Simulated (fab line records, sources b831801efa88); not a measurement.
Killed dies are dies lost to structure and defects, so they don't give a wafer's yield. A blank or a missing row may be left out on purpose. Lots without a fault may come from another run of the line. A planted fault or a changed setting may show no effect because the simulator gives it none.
Which tool did it? | flow gf180mcu | 12 lots, 36 wafers sampled, at 5 steps of a route of 602

WHAT THE GAUGES READ, wafer by wafer
GF_M2_OVL_MEAS_15. Usual: M2_OVL -1 nm, standard deviation 4.6.
lot  | measured     | on         | M2_OVL (nm) | flag
L727 | day 19 13:53 | overlay-02 | -5 -7 -2    |
L728 | day 20 02:04 | overlay-01 | 2 5 6       |
L733 | day 21 15:47 | overlay-01 | 1 1 -6      |
L734 | day 21 21:24 | overlay-02 | -9 -3 -7    |
L736 | day 22 18:56 | overlay-02 | 3 6 4       |
L737 | day 22 23:56 | overlay-01 | 0 -3 -6     |
L740 | day 24 03:08 | overlay-01 | -9 -7 -2    |
L741 | day 24 10:23 | overlay-01 | -2 5 3      |
L742 | day 24 14:26 | overlay-02 | 4 -1 -1     |
L744 | day 25 08:26 | overlay-01 | -2 -5 -7    |
L749 | day 26 18:04 | overlay-02 | 0 0 0       |
L750 | day 27 02:37 | overlay-02 | 9 1 1       |

GF_M3_THK_MEAS_06: measures by xrf. Usual: M3_ALCU_THK 452 nm, standard deviation 5.6.
lot  | measured     | on            | M3_ALCU_THK (nm) | flag
L727 | day 20 16:57 | film_metro-01 | 455 456 461      |
L728 | day 21 05:14 | film_metro-01 | 461 455 459      |
L733 | day 22 18:28 | film_metro-02 | 455 456 459      |
L734 | day 22 23:24 | film_metro-02 | 456 456 456      |
L736 | day 23 21:13 | film_metro-04 | 450 451 456      |
L737 | day 24 01:32 | film_metro-02 | 462 461 462      |
L740 | day 25 04:55 | film_metro-01 | 451 446 456      |
L741 | day 25 12:07 | film_metro-01 | 454 449 458      |
L742 | day 25 15:13 | film_metro-02 | 455 455 454      |
L744 | day 26 08:24 | film_metro-02 | 446 444 441      |
L749 | day 27 17:39 | film_metro-02 | 458 450 450      |
L750 | day 28 01:56 | film_metro-04 | 445 437 442      |

WHICH TOOL RAN EACH LOT (tool, then ch and the chambers of the sampled wafers, then the start)
lot  | GF_M2_COAT_09                     | GF_M2_STRIP_17                       | GF_V2_ETCH_16
L727 | litho_track-04 ch 0, day 19 01:41 | plasma_asher-03 ch 0,1, day 19 14:01 | rie_diel-03 ch 1,3, day 20 15:14
L728 | litho_track-01 ch 0, day 19 12:55 | plasma_asher-03 ch 0,1, day 20 02:13 | rie_diel-01 ch 0,1,3, day 21 03:32
L733 | litho_track-02 ch 0, day 21 03:46 | plasma_asher-03 ch 0,1, day 21 15:58 | rie_diel-03 ch 0,2,3, day 22 16:44
L734 | litho_track-04 ch 0, day 21 09:15 | plasma_asher-01 ch 0,1, day 21 21:34 | rie_diel-01 ch 0,1,3, day 22 21:41
L736 | litho_track-01 ch 0, day 22 07:22 | plasma_asher-01 ch 0,1, day 22 19:11 | rie_diel-03 ch 0,1,2, day 23 19:29
L737 | litho_track-01 ch 0, day 22 12:01 | plasma_asher-01 ch 0,1, day 23 00:05 | rie_diel-01 ch 0,2,3, day 23 23:50
L740 | litho_track-02 ch 0, day 23 15:20 | plasma_asher-03 ch 1, day 24 03:17   | rie_diel-03 ch 0,1,3, day 25 03:13
L741 | litho_track-01 ch 0, day 23 23:07 | plasma_asher-03 ch 0,1, day 24 10:33 | rie_diel-03 ch 0,1,3, day 25 10:23
L742 | litho_track-01 ch 0, day 24 03:32 | plasma_asher-02 ch 0,1, day 24 14:35 | rie_diel-04 ch 0,1,2, day 25 13:31
L744 | litho_track-01 ch 0, day 24 21:16 | plasma_asher-02 ch 0,1, day 25 08:35 | rie_diel-01 ch 0,1,2, day 26 06:40
L749 | litho_track-02 ch 0, day 26 07:40 | plasma_asher-03 ch 0,1, day 26 18:13 | rie_diel-03 ch 0,1,3, day 27 15:56
L750 | litho_track-02 ch 0, day 26 16:19 | plasma_asher-02 ch 0,1, day 27 02:46 | rie_diel-01 ch 0,2,3, day 28 00:14
- GF_M2_COAT_09: resist thk 1000 nm.
- GF_M2_STRIP_17: strips in O2/N2.
- GF_V2_ETCH_16: etches BARC in N2/H2.

WHAT THE TOOLS THEMSELVES READ (means of the sampled wafers that have a number; where no wafer has one, the mark that the record gives instead)
GF_M2_STRIP_17. Usual: drypump_motor_current_A 5.8 A, standard deviation 0.54; heater_power_w 340 W, standard deviation 40; oes_product_au 0.557 a.u., standard deviation 0.0051; platen_temp_c 249.98 C, standard deviation 0.17; strip_time_to_endpoint_s 7.84 s, standard deviation 0.042.
lot  | tool            | drypump_motor_current_A (A) | heater_power_w (W) | oes_product_au (a.u.) | platen_temp_c (C) | strip_time_to_endpoint_s (s) | flag
L727 | plasma_asher-03 | 5.7                         | 336                | 0.553                 | 250.07            | 7.82                         |
L728 | plasma_asher-03 | 5.5                         | 339                | 0.560                 | 250.02            | 7.87                         |
L733 | plasma_asher-03 | 5.7                         | 337                | 0.552                 | 249.99            | 7.85                         |
L734 | plasma_asher-01 | 6.1                         | 333                | 0.554                 | 250.03            | 7.83                         |
L736 | plasma_asher-01 | 6.1                         | 332                | 0.561                 | 249.75            | 7.86                         |
L737 | plasma_asher-01 | 6.0                         | 335                | 0.558                 | 250.00            | 7.87                         |
L740 | plasma_asher-03 | 5.9                         | 334                | 0.561                 | 250.02            | 7.86                         |
L741 | plasma_asher-03 | 5.7                         | 341                | 0.552                 | 249.98            | 7.86                         |
L742 | plasma_asher-02 | 5.8                         | 371                | 0.567                 | 250.02            | 8.06                         | OFF
L744 | plasma_asher-02 | 5.5                         | 359                | 0.568                 | 250.31            | 8.08                         | OFF
L749 | plasma_asher-03 | 5.7                         | 336                | 0.556                 | 250.07            | 7.80                         |
L750 | plasma_asher-02 | 5.5                         | 363                | 0.558                 | 249.73            | 7.83                         |

GF_V2_ETCH_16. Usual: drypump_motor_current_A 5.6 A, standard deviation 0.43; h2_flow_sccm 199.9 sccm, standard deviation 0.63; oes_product_au 0.854 a.u., standard deviation 0.005; throttle_valve_pct 13.225 %, standard deviation 0.0087.
lot  | tool        | drypump_motor_current_A (A) | h2_flow_sccm (sccm) | oes_product_au (a.u.) | throttle_valve_pct (%) | flag
L727 | rie_diel-03 | 5.3                         | 200.1               | 0.855                 | 13.227                 |
L728 | rie_diel-01 | 5.6                         | 200.8               | 0.856                 | 13.217                 |
L733 | rie_diel-03 | 5.7                         | 199.9               | 0.854                 | 13.227                 |
L734 | rie_diel-01 | 5.6                         | 199.9               | 0.848                 | 13.234                 |
L736 | rie_diel-03 | 5.9                         | 199.7               | 0.853                 | 13.220                 |
L737 | rie_diel-01 | 5.3                         | 200.0               | 0.846                 | 13.226                 |
L740 | rie_diel-03 | 5.5                         | 199.2               | 0.857                 | 13.228                 |
L741 | rie_diel-03 | 5.5                         | 200.1               | 0.851                 | 13.226                 |
L742 | rie_diel-04 | 5.4                         | 200.0               | 0.854                 | 13.227                 |
L744 | rie_diel-01 | 5.6                         | 199.4               | 0.850                 | 13.225                 |
L749 | rie_diel-03 | 5.5                         | 199.5               | 0.858                 | 13.228                 |
L750 | rie_diel-01 | 5.3                         | 200.5               | 0.850                 | 13.229                 |

THE ANSWER, worked out from the rows above alone
Rule: a lot is off if the mean of its wafers that have a number lies more than 3 standard deviations from the usual mean. A lot without any number at a reading at which 4 lots or more have one is off too. The other lots that the step has rows for count as sound. The gauges are gone through in route order, then the tools' own readings, and for those a lot's mean is taken as printed above. The first step at which some lot is off is used, and at that step the reading that is off furthest; a lot without a number counts as furthest.
Off: L742, L744, at GF_M2_STRIP_17 (strip_time_to_endpoint_s).
A tool fits if, at that step or a process step before it, it ran every lot that is off, and no sound lot after the first of them. One fits: litho_track-01 at GF_M2_COAT_09. Its last sound lot is L741 (day 23 23:07), its first lot that is off L742 (day 24 03:32): a fault that began between those two fits.

WHAT THE SIMULATOR HAD PUT IN
Process parameter drift: litho_track-01, from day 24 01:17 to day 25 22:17, at GF_M2_COAT_09. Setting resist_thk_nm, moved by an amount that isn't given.
Lots struck among those shown: L742, L744. The rule above found the same.
